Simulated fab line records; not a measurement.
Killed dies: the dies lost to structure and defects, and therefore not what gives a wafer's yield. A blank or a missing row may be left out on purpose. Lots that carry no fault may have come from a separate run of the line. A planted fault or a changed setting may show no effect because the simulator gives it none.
A lot that was struck, set against a sound lot    flow sky130    13 steps out of a route of 708
Sound: wafers L193.1, L193.5, L193.6. Wafers struck: L195.1, L195.4, L195.5. The cause comes at the end.
Each step with rows lists, per side, the tool, then ch with its chambers, then its first start. Under that, the readings that differ: sound wafers    struck wafers    difference of the means    sigmas: that difference in standard deviations of wafers without a fault.
alike: words and numbers the same on both sides, and readings whose means are apart by under 2 such deviations; not compared: readings that were withheld, readings missing a value for some wafer, numbers with overlapping values and no deviation given by the record, and bounds like >300 which may hide the same value.
The two part at a step that has a row with sigmas, a row that says differs or no value, or rows on one side only. When numbers do not overlap yet have no deviation, they are printed without sigmas and do not part them. A reading missing from all wafers of one side parts the sides only when that side holds two or more wafers.

SKY_VIA1_CD_MEAS_12: target cd 150 nm.
  sound on cd-sem-01, day 40 03:11; struck on cd-sem-02, day 40 01:37
reading     sound              struck             difference  sigmas
cd-nm (nm)  147.6 148.1 148.0  150.9 151.3 150.3  +2.9        +2
SKY_VIA1_OVL_MEAS_13:
  sound on overlay-02, day 40 03:19; struck on overlay-02, day 40 01:45
  alike: VIA1_OVL
SKY_VIA1_ETCH_14: etches BARC in N2/H2, stops on SiO2, time 45.9 s, target depth 60 nm.
  sound on rie-diel-03 ch 1,2, day 40 03:21; struck on rie-diel-04 ch 1,3, day 40 01:47
  alike: drypump-motor-current-A, oes-product-au, throttle-valve-pct
  not compared: rf-hours-counter-h
SKY_VIA1_ETCH_15: etches SiO2 in C4F8/O2/Ar, stops on TiN, target depth 351 nm, time 54 s.
  sound on rie-diel-03 ch 1,2, day 40 03:23; struck on rie-diel-04 ch 1,3, day 40 01:50
  alike: oes-product-au
  not compared: rf-hours-counter-h
SKY_VIA1_STRIP_16: strips in O2/N2.
  sound on plasma-asher-03 ch 0,1, day 40 03:26; struck on plasma-asher-03 ch 0,1, day 40 01:52
  alike: drypump-motor-current-A, oes-product-au, strip-time-to-endpoint-s
  not compared: rf-hours-counter-h
then, 3 steps without rows for these wafers: SKY_VIA1_STRIP_17 (strips in post etch residue remover, time 1200 s); SKY_VIA1_CLEAN_18 (cleans in IPA, time 180 s); SKY_VIA1_CLEAN_19 (cleans in O3/DIW).
SKY_VIA1_SPUTTER_20: material TiN, target thk 20 nm, time 80 s.
  sound on pvd-sputter-04, day 40 04:02; struck on pvd-sputter-04, day 40 02:28
  alike: throttle-valve-pct
SKY_VIA1_CVD_21: deposits W, target thk 270 nm, time 80.902 s.
  sound on cvd-w-01 ch 0,1, day 40 04:05; struck on cvd-w-02 ch 1, day 40 02:32
  alike: heater-power-outer-w, heater-power-w
SKY_VIA1_RS_MEAS_22: uses a four-point probe to measure.
  sound on film-metro-03, day 40 04:11; struck on film-metro-03, day 40 02:37
  alike: VIA1_W_RS
SKY_VIA1_THK_MEAS_23: measures by xrf.
  sound on film-metro-03, day 40 04:18; struck on film-metro-03, day 40 02:44
  alike: VIA1_W_THK
SKY_VIA1_CMP_24: polishes, stops on SiO2, t overpolish 15 s, target thk 0 nm.
  sound on cmp-02 ch 2,3, day 40 04:25; struck on cmp-02 ch 0,3, day 40 02:48
  no value came back on the struck wafers for any of 5 readings (edge-zone-pressure-frac, head-pressure-psi (psi) and others); on the sound wafers edge-zone-pressure-frac reads 1.000 0.999 0.995
reading                                   sound              struck             difference  sigmas
model.W_of_VIA1_CVD_21.thk-nm (nm)        0 0 0              270.3 271.1 272.1  +271.2      
model.SiO2_of_VIA1_HDPCVD_00.thk-nm (nm)  340.6 341.1 341.9  345.3 344.9 344.5  +3.7        

## WHERE THEY PART
Last at SKY_VIA1_CMP_24 as far as this record goes, first at SKY_VIA1_CD_MEAS_12.

WHY: what had been put in by the simulator
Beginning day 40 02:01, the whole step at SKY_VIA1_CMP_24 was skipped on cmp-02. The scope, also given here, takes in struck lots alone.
